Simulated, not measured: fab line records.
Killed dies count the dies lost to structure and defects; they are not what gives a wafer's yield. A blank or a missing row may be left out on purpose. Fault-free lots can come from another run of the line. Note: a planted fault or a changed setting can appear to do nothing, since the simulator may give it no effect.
Chamber matching + flow sky130 + SKY_LI_CONTACT_ETCH_15 on rie_diel-03 has 4 sister chambers
The step etches PSG in C4F8/O2/Ar, stops on Si, target depth 600 nm. 16 wafers are shown with their chamber, then 8 later ones without.

== WAFERS PAIRED WITH THEIR CHAMBERS ==
| wafer  | chamber | oes_product_au (a.u.) |
|--------|---------|-----------------------|
| L074.1 | 3       | 0.836                 |
| L074.2 | 1       | 0.841                 |
| L074.3 | 0       | 0.838                 |
| L074.4 | 2       | 0.834                 |
| L074.5 | 1       | 0.837                 |
| L074.6 | 0       | 0.833                 |
| L075.3 | 0       | 0.833                 |
| L075.4 | 2       | 0.831                 |
| L075.5 | 3       | 0.835                 |
| L083.1 | 3       | 0.836                 |
| L083.4 | 0       | 0.837                 |
| L083.5 | 2       | 0.835                 |
| L089.2 | 3       | 0.840                 |
| L089.3 | 2       | 0.834                 |
| L089.4 | 1       | 0.839                 |
| L090.3 | 0       | 0.829                 |

SIGNATURES, as means of the wafers listed above
| reading        | chamber 0 | chamber 1 | chamber 2 | chamber 3 | scatter within a chamber |
|----------------|-----------|-----------|-----------|-----------|--------------------------|
| oes_product_au | 0.83400   | 0.83900   | 0.83350   | 0.83675   | 0.00264                  |
Rule: for each reading, subtract the chamber's mean from the wafer's reading, divide by that reading's scatter and square the result; add these up over the readings and take the root, which gives the wafer's distance from the chamber. If the next closest chamber is less than 2 further off than the closest, the wafer can't be placed; otherwise it belongs to the closest. How the scatter is found: for the shown wafers, subtract from each reading the mean of its chamber, square and add these, divide the total by (wafers less chambers), then take the root.

== WAFERS WITHOUT THEIR CHAMBER ==
| wafer  | oes_product_au (a.u.) |
|--------|-----------------------|
| L090.5 | 0.833                 |
| L090.6 | 0.833                 |
| L093.2 | 0.839                 |
| L093.3 | 0.843                 |
| L093.5 | 0.835                 |
| L096.3 | 0.835                 |
| L096.4 | 0.837                 |
| L096.5 | 0.829                 |

== WHICH CHAMBER EACH WENT THROUGH ==
| wafer  | from the rows above               | in truth |
|--------|-----------------------------------|----------|
| L090.5 | can't be placed: 2 or 0 or 3      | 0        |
| L090.6 | can't be placed: 2 or 0 or 3      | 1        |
| L093.2 | can't be placed: 1 or 3 or 0      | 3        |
| L093.3 | can't be placed: 1 or 3 or 0      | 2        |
| L093.5 | can't be placed: 0 or 2 or 3 or 1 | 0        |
| L096.3 | can't be placed: 0 or 2 or 3 or 1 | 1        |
| L096.4 | can't be placed: 3 or 1 or 0 or 2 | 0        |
| L096.5 | can't be placed: 2 or 0 or 3      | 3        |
0 of 8 placed correctly. Not placeable from these rows: 8 (in 6, the candidates include the true chamber). Number placed wrongly: 0.
